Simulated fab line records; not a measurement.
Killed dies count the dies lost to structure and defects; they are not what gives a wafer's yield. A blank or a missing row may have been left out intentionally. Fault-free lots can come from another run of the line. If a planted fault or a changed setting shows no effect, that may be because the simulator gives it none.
8D (eight disciplines) problem report, filled in by code :: flow sky130 :: the parts of the form that need people (team, actions taken, sign-off) are left out

== 1. WHAT WENT WRONG ==
Across 6 wafers from 2 lots, VIA4_HDPCVD_THK at SKY_VIA4_THK_MEAS_01 averages 2522 nm, while fault-free wafers read 1825 nm with a standard deviation of 15. That puts it +46 standard deviations away from the usual mean.
The first sign was on wafer L818.4 at day 43 04:03, on film metro-04. Wafers with a number at this step in the record: 39, from 13 lots. By rule, "out" or "out of limits" means more than 4 standard deviations away from the usual mean. The other wafers with a number count as sound.

== 2. WHAT IT IS, AND WHAT IT ISN'T ==
question: which readings at this step
is: VIA4_HDPCVD_THK
is not: -

question: which lots
is: L818, L820
is not: L814, L819, L825, L827, L828, L829, L831, L832, L834, L835, L836

question: which wafers of those lots
is: all that have a number
is not: -

question: read on which gauges
is: film metro-03, film metro-04
is not: film metro-01

question: when
is: from day 43 04:03
is not: up to then (3 sound wafers); but 30 sound wafers of L819, L825, L827, L828, L829, L831, L832, L834, L835, L836 came after

== 3. THE SUSPECTS, EACH WITH WHAT RULES IT OUT ==
Counting: a tool stays on the suspect list if, at a process step up to the reading, it processed all lots that are out and no sound lot following the first of them.
- the gauge at SKY_VIA4_THK_MEAS_01 has been ruled out. 2 gauges (film metro-03, film metro-04) read the wafers that are out.
- hdpcvd-01 at SKY_VIA4_HDPCVD_00 (deposits SiO2, target thk 1750 nm, time 304.5 s): ruled out as a lasting fault. After its first lot that is out, L818 (day 43 03:56), sound lots L831, L832, L834, L836, L835 ran on it.
Left after counting: nothing in the record.

== 4. THE CAUSE (what the simulator had put in) ==
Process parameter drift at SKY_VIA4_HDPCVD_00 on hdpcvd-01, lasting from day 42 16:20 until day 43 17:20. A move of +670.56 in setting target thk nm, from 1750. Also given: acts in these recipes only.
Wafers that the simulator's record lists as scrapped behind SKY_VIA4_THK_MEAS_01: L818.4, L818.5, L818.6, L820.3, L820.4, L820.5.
It was ruled out by counting, in error; the rule expects a fault to strike all lots run on its tool from its start on, and this fault did not.

== 5. THE CHAIN OF EFFECTS, in route order ==
Each row: a reading where the mean over the struck wafers with a number is more than 3 standard deviations away from the usual. Only readings whose record carries a usual standard deviation are examined. hours: median over the lots of the time between each lot's start at the first step of this table that gives one and its start at this step. sigmas: the change, counted in usual standard deviations.
hours: 0
step: SKY_VIA4_THK_MEAS_01
reading: VIA4_HDPCVD_THK
usual: 1825 nm
on struck wafers: 2522
change: +697
sigmas: +46

== 6. HOW IT WOULD HAVE BEEN CAUGHT EARLIER ==
12 hours passed between the start of the fault at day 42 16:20 and the first reading out of limits at a measuring or inspecting step in this record, taken at day 43 04:03.
